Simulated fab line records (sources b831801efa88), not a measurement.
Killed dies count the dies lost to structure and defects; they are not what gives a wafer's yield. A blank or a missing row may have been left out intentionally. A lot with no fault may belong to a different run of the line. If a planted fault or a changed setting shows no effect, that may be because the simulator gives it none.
Which of the tools did it? || flow gf180mcu || 9 lots with 27 wafers sampled at 6 steps, on a route of 602 steps

WHAT THE GAUGES SHOWED, per wafer
GF_MIM_RS_MEAS_10: measurement is done with a four-point probe. Usual: MIM_ALCU_RS typically reads 0.1600 ohm/sq, with standard deviation 0.0019.
{"lot": "L366", "measured": "day 24 11:50", "on": "film_metro-01", "MIM_ALCU_RS (ohm/sq)": "0.1611 0.1603 0.1622", "flag": ""}
{"lot": "L368", "measured": "day 25 07:05", "on": "film_metro-01", "MIM_ALCU_RS (ohm/sq)": "0.1580 0.1592 0.1581", "flag": ""}
{"lot": "L371", "measured": "day 26 04:55", "on": "film_metro-04", "MIM_ALCU_RS (ohm/sq)": "0.1567 0.1567 0.1605", "flag": ""}
{"lot": "L372", "measured": "day 26 12:11", "on": "film_metro-01", "MIM_ALCU_RS (ohm/sq)": "0.1575 0.1607 0.1594", "flag": ""}
{"lot": "L376", "measured": "day 27 17:05", "on": "film_metro-01", "MIM_ALCU_RS (ohm/sq)": "0.1615 0.1561 0.1607", "flag": ""}
{"lot": "L380", "measured": "day 28 23:20", "on": "film_metro-04", "MIM_ALCU_RS (ohm/sq)": "0.1617 0.1624 0.1633", "flag": ""}
{"lot": "L386", "measured": "day 30 12:14", "on": "film_metro-02", "MIM_ALCU_RS (ohm/sq)": "0.1597 0.1254 0.1577", "flag": "OFF"}
{"lot": "L387", "measured": "day 30 20:06", "on": "film_metro-02", "MIM_ALCU_RS (ohm/sq)": "0.1612 0.1619 0.1619", "flag": ""}
{"lot": "L388", "measured": "day 31 02:38", "on": "film_metro-01", "MIM_ALCU_RS (ohm/sq)": "0.1618 0.1610 0.1605", "flag": ""}

GF_MIM_THK_MEAS_11: measures by xrf. Usual: MIM_ALCU_THK typically reads 201.4 nm, with standard deviation 2.5.
{"lot": "L366", "measured": "day 24 11:57", "on": "film_metro-01", "MIM_ALCU_THK (nm)": "199.1 201.1 198.3", "flag": ""}
{"lot": "L368", "measured": "day 25 07:13", "on": "film_metro-01", "MIM_ALCU_THK (nm)": "204.7 204.0 205.1", "flag": ""}
{"lot": "L371", "measured": "day 26 05:02", "on": "film_metro-04", "MIM_ALCU_THK (nm)": "203.4 203.3 198.3", "flag": ""}
{"lot": "L372", "measured": "day 26 12:17", "on": "film_metro-01", "MIM_ALCU_THK (nm)": "204.7 201.5 204.1", "flag": ""}
{"lot": "L376", "measured": "day 27 17:12", "on": "film_metro-01", "MIM_ALCU_THK (nm)": "200.3 205.8 201.4", "flag": ""}
{"lot": "L380", "measured": "day 28 23:26", "on": "film_metro-04", "MIM_ALCU_THK (nm)": "197.3 197.2 198.1", "flag": ""}
{"lot": "L386", "measured": "day 30 12:22", "on": "film_metro-02", "MIM_ALCU_THK (nm)": "201.7 253.7 203.0", "flag": "OFF"}
{"lot": "L387", "measured": "day 30 20:12", "on": "film_metro-02", "MIM_ALCU_THK (nm)": "200.4 199.5 198.1", "flag": ""}
{"lot": "L388", "measured": "day 31 02:44", "on": "film_metro-01", "MIM_ALCU_THK (nm)": "198.2 200.4 201.1", "flag": ""}

WHAT TOOL EACH LOT RAN ON (gives the tool, then ch and the chambers of the sampled wafers, and finally the start)
{"lot": "L366", "GF_V3_SPUTTER_21": "pvd_sputter-03, day 22 11:01", "GF_M4_SPUTTER_02": "pvd_sputter-04, day 22 11:50", "GF_MIM_SPUTTER_01": "pvd_sputter-02, day 24 11:31", "GF_MIM_SPUTTER_08": "pvd_sputter-01, day 24 11:46"}
{"lot": "L368", "GF_V3_SPUTTER_21": "pvd_sputter-04, day 23 06:20", "GF_M4_SPUTTER_02": "pvd_sputter-01, day 23 07:10", "GF_MIM_SPUTTER_01": "pvd_sputter-04, day 25 06:46", "GF_MIM_SPUTTER_08": "pvd_sputter-01, day 25 07:02"}
{"lot": "L371", "GF_V3_SPUTTER_21": "pvd_sputter-03, day 24 06:07", "GF_M4_SPUTTER_02": "pvd_sputter-04, day 24 06:56", "GF_MIM_SPUTTER_01": "pvd_sputter-02, day 26 04:35", "GF_MIM_SPUTTER_08": "pvd_sputter-01, day 26 04:51"}
{"lot": "L372", "GF_V3_SPUTTER_21": "pvd_sputter-02, day 24 13:58", "GF_M4_SPUTTER_02": "pvd_sputter-04, day 24 14:47", "GF_MIM_SPUTTER_01": "pvd_sputter-04, day 26 11:51", "GF_MIM_SPUTTER_08": "pvd_sputter-02, day 26 12:07"}
{"lot": "L376", "GF_V3_SPUTTER_21": "pvd_sputter-02, day 25 18:34", "GF_M4_SPUTTER_02": "pvd_sputter-03, day 25 19:23", "GF_MIM_SPUTTER_01": "pvd_sputter-02, day 27 16:46", "GF_MIM_SPUTTER_08": "pvd_sputter-01, day 27 17:01"}
{"lot": "L380", "GF_V3_SPUTTER_21": "pvd_sputter-04, day 27 04:28", "GF_M4_SPUTTER_02": "pvd_sputter-03, day 27 05:17", "GF_MIM_SPUTTER_01": "pvd_sputter-02, day 28 22:59", "GF_MIM_SPUTTER_08": "pvd_sputter-01, day 28 23:14"}
{"lot": "L386", "GF_V3_SPUTTER_21": "pvd_sputter-04, day 28 18:28", "GF_M4_SPUTTER_02": "pvd_sputter-04, day 28 19:38", "GF_MIM_SPUTTER_01": "pvd_sputter-02, day 30 11:56", "GF_MIM_SPUTTER_08": "pvd_sputter-01, day 30 12:11"}
{"lot": "L387", "GF_V3_SPUTTER_21": "pvd_sputter-02, day 29 02:36", "GF_M4_SPUTTER_02": "pvd_sputter-04, day 29 03:25", "GF_MIM_SPUTTER_01": "pvd_sputter-02, day 30 19:45", "GF_MIM_SPUTTER_08": "pvd_sputter-04, day 30 20:00"}
{"lot": "L388", "GF_V3_SPUTTER_21": "pvd_sputter-02, day 29 10:13", "GF_M4_SPUTTER_02": "pvd_sputter-04, day 29 11:02", "GF_MIM_SPUTTER_01": "pvd_sputter-02, day 31 02:17", "GF_MIM_SPUTTER_08": "pvd_sputter-04, day 31 02:32"}
- GF_V3_SPUTTER_21: material Ti, target thk 15 nm, time 80.02 s.
- GF_M4_SPUTTER_02: material AlCu, target thk 450 nm, time 23.9 s.
- GF_MIM_SPUTTER_01: material TiN, target thk 30 nm, time 25 s.
- GF_MIM_SPUTTER_08: material AlCu, target thk 200 nm, time 10.6 s.

AS READ BY THE TOOLS THEMSELVES (means over the sampled wafers that have a number; for cases with no such wafer, the mark the record gives instead)
GF_V3_SPUTTER_21. Usual: cathode_dc_power_W 2500.0 W, standard deviation 0.43; chamber_pressure_pa 5.001 Pa, standard deviation 0.0095; substrate_temp_c 200.02 C, standard deviation 0.17; throttle_valve_pct 30.5 %, standard deviation 0.86.
{"lot": "L366", "tool": "pvd_sputter-03", "cathode_dc_power_W (W)": 2499.9, "chamber_pressure_pa (Pa)": 5.003, "substrate_temp_c (C)": 199.96, "throttle_valve_pct (%)": 30.0, "flag": ""}
{"lot": "L368", "tool": "pvd_sputter-04", "cathode_dc_power_W (W)": 2500.0, "chamber_pressure_pa (Pa)": 4.996, "substrate_temp_c (C)": 199.98, "throttle_valve_pct (%)": 31.2, "flag": ""}
{"lot": "L371", "tool": "pvd_sputter-03", "cathode_dc_power_W (W)": 2500.1, "chamber_pressure_pa (Pa)": 5.003, "substrate_temp_c (C)": 199.82, "throttle_valve_pct (%)": 30.4, "flag": ""}
{"lot": "L372", "tool": "pvd_sputter-02", "cathode_dc_power_W (W)": 2500.0, "chamber_pressure_pa (Pa)": 5.006, "substrate_temp_c (C)": 199.87, "throttle_valve_pct (%)": 31.0, "flag": ""}
{"lot": "L376", "tool": "pvd_sputter-02", "cathode_dc_power_W (W)": 2500.3, "chamber_pressure_pa (Pa)": 4.996, "substrate_temp_c (C)": 199.87, "throttle_valve_pct (%)": 30.5, "flag": ""}
{"lot": "L380", "tool": "pvd_sputter-04", "cathode_dc_power_W (W)": 2499.8, "chamber_pressure_pa (Pa)": 4.997, "substrate_temp_c (C)": 199.93, "throttle_valve_pct (%)": 30.9, "flag": ""}
{"lot": "L386", "tool": "pvd_sputter-04", "cathode_dc_power_W (W)": 2499.5, "chamber_pressure_pa (Pa)": 5.005, "substrate_temp_c (C)": 199.93, "throttle_valve_pct (%)": 30.9, "flag": ""}
{"lot": "L387", "tool": "pvd_sputter-02", "cathode_dc_power_W (W)": 2500.2, "chamber_pressure_pa (Pa)": 5.015, "substrate_temp_c (C)": 200.16, "throttle_valve_pct (%)": 30.6, "flag": ""}
{"lot": "L388", "tool": "pvd_sputter-02", "cathode_dc_power_W (W)": 2500.1, "chamber_pressure_pa (Pa)": 5.000, "substrate_temp_c (C)": 200.18, "throttle_valve_pct (%)": 30.2, "flag": ""}

GF_M4_SPUTTER_02. Usual: cathode_dc_power_W 10600 W, standard deviation 1.9; chamber_pressure_pa 0.4001 Pa, standard deviation 0.00073; throttle_valve_pct 30.2 %, standard deviation 1.
{"lot": "L366", "tool": "pvd_sputter-04", "cathode_dc_power_W (W)": 10602, "chamber_pressure_pa (Pa)": 0.4004, "throttle_valve_pct (%)": 31.3, "flag": ""}
{"lot": "L368", "tool": "pvd_sputter-01", "cathode_dc_power_W (W)": 10599, "chamber_pressure_pa (Pa)": 0.3999, "throttle_valve_pct (%)": 30.4, "flag": ""}
{"lot": "L371", "tool": "pvd_sputter-04", "cathode_dc_power_W (W)": 10599, "chamber_pressure_pa (Pa)": 0.3999, "throttle_valve_pct (%)": 30.1, "flag": ""}
{"lot": "L372", "tool": "pvd_sputter-04", "cathode_dc_power_W (W)": 10600, "chamber_pressure_pa (Pa)": 0.3997, "throttle_valve_pct (%)": 30.9, "flag": ""}
{"lot": "L376", "tool": "pvd_sputter-03", "cathode_dc_power_W (W)": 10601, "chamber_pressure_pa (Pa)": 0.4002, "throttle_valve_pct (%)": 30.2, "flag": ""}
{"lot": "L380", "tool": "pvd_sputter-03", "cathode_dc_power_W (W)": 10600, "chamber_pressure_pa (Pa)": 0.4003, "throttle_valve_pct (%)": 30.3, "flag": ""}
{"lot": "L386", "tool": "pvd_sputter-04", "cathode_dc_power_W (W)": 10602, "chamber_pressure_pa (Pa)": 0.3998, "throttle_valve_pct (%)": 30.8, "flag": ""}
{"lot": "L387", "tool": "pvd_sputter-04", "cathode_dc_power_W (W)": 10599, "chamber_pressure_pa (Pa)": 0.4005, "throttle_valve_pct (%)": 30.8, "flag": ""}
{"lot": "L388", "tool": "pvd_sputter-04", "cathode_dc_power_W (W)": 10599, "chamber_pressure_pa (Pa)": 0.4001, "throttle_valve_pct (%)": 30.3, "flag": ""}

GF_MIM_SPUTTER_01. Usual: cathode_dc_power_W 6500.0 W, standard deviation 1.2; chamber_pressure_pa 0.4000 Pa, standard deviation 0.0008; throttle_valve_pct 30.4 %, standard deviation 1.1.
{"lot": "L366", "tool": "pvd_sputter-02", "cathode_dc_power_W (W)": 6499.5, "chamber_pressure_pa (Pa)": 0.4000, "throttle_valve_pct (%)": 30.1, "flag": ""}
{"lot": "L368", "tool": "pvd_sputter-04", "cathode_dc_power_W (W)": 6498.7, "chamber_pressure_pa (Pa)": 0.4005, "throttle_valve_pct (%)": 30.8, "flag": ""}
{"lot": "L371", "tool": "pvd_sputter-02", "cathode_dc_power_W (W)": 6500.2, "chamber_pressure_pa (Pa)": 0.3998, "throttle_valve_pct (%)": 30.5, "flag": ""}
{"lot": "L372", "tool": "pvd_sputter-04", "cathode_dc_power_W (W)": 6499.9, "chamber_pressure_pa (Pa)": 0.3996, "throttle_valve_pct (%)": 31.5, "flag": ""}
{"lot": "L376", "tool": "pvd_sputter-02", "cathode_dc_power_W (W)": 6500.3, "chamber_pressure_pa (Pa)": 0.3994, "throttle_valve_pct (%)": 30.4, "flag": ""}
{"lot": "L380", "tool": "pvd_sputter-02", "cathode_dc_power_W (W)": 6500.1, "chamber_pressure_pa (Pa)": 0.3999, "throttle_valve_pct (%)": 30.9, "flag": ""}
{"lot": "L386", "tool": "pvd_sputter-02", "cathode_dc_power_W (W)": 6501.7, "chamber_pressure_pa (Pa)": 0.3995, "throttle_valve_pct (%)": 30.0, "flag": ""}
{"lot": "L387", "tool": "pvd_sputter-02", "cathode_dc_power_W (W)": 6500.3, "chamber_pressure_pa (Pa)": 0.4003, "throttle_valve_pct (%)": 30.5, "flag": ""}
{"lot": "L388", "tool": "pvd_sputter-02", "cathode_dc_power_W (W)": 6498.9, "chamber_pressure_pa (Pa)": 0.4003, "throttle_valve_pct (%)": 30.3, "flag": ""}

GF_MIM_SPUTTER_08. Usual: cathode_dc_power_W 10600 W, standard deviation 2.1; chamber_pressure_pa 0.4001 Pa, standard deviation 0.00082; throttle_valve_pct 30.1 %, standard deviation 1.1.
{"lot": "L366", "tool": "pvd_sputter-01", "cathode_dc_power_W (W)": 10599, "chamber_pressure_pa (Pa)": 0.4008, "throttle_valve_pct (%)": 29.2, "flag": ""}
{"lot": "L368", "tool": "pvd_sputter-01", "cathode_dc_power_W (W)": 10600, "chamber_pressure_pa (Pa)": 0.4002, "throttle_valve_pct (%)": 29.1, "flag": ""}
{"lot": "L371", "tool": "pvd_sputter-01", "cathode_dc_power_W (W)": 10600, "chamber_pressure_pa (Pa)": 0.4004, "throttle_valve_pct (%)": 30.0, "flag": ""}
{"lot": "L372", "tool": "pvd_sputter-02", "cathode_dc_power_W (W)": 10602, "chamber_pressure_pa (Pa)": 0.4003, "throttle_valve_pct (%)": 30.0, "flag": ""}
{"lot": "L376", "tool": "pvd_sputter-01", "cathode_dc_power_W (W)": 10601, "chamber_pressure_pa (Pa)": 0.4006, "throttle_valve_pct (%)": 30.0, "flag": ""}
{"lot": "L380", "tool": "pvd_sputter-01", "cathode_dc_power_W (W)": 10598, "chamber_pressure_pa (Pa)": 0.4009, "throttle_valve_pct (%)": 30.4, "flag": ""}
{"lot": "L386", "tool": "pvd_sputter-01", "cathode_dc_power_W (W)": 11493, "chamber_pressure_pa (Pa)": 0.3994, "throttle_valve_pct (%)": 29.6, "flag": "OFF"}
{"lot": "L387", "tool": "pvd_sputter-04", "cathode_dc_power_W (W)": 10598, "chamber_pressure_pa (Pa)": 0.4010, "throttle_valve_pct (%)": 30.0, "flag": ""}
{"lot": "L388", "tool": "pvd_sputter-04", "cathode_dc_power_W (W)": 10598, "chamber_pressure_pa (Pa)": 0.3999, "throttle_valve_pct (%)": 31.0, "flag": ""}

THE ANSWER, worked out from the rows above alone
Rule: a lot counts as off when the mean over its wafers that have a number is more than 3 standard deviations away from the usual mean. A lot without any number at a reading at which 4 lots or more have one is off too. The other lots that the step has rows for count as sound. First the gauges in route order, then the tools' own readings, where a lot's mean is used as printed above. The first step at which some lot is off is used, and at that step the reading that is off furthest; a lot without a number counts as furthest.
Off: L386, at GF_MIM_RS_MEAS_10 (MIM_ALCU_RS).
If a tool, at a process step before that reading, ran all the lots that are off and no sound lot after the first of them, it fits. Not tried: the gauges at GF_MIM_RS_MEAS_10; whatever is off there is also off at GF_MIM_SPUTTER_08, on other tools, and gauge error can't account for it. Can't be told from this: 2 tools fit, pvd_sputter-04 at GF_V3_SPUTTER_21, pvd_sputter-01 at GF_MIM_SPUTTER_08.

WHAT THE SIMULATOR HAD INSERTED
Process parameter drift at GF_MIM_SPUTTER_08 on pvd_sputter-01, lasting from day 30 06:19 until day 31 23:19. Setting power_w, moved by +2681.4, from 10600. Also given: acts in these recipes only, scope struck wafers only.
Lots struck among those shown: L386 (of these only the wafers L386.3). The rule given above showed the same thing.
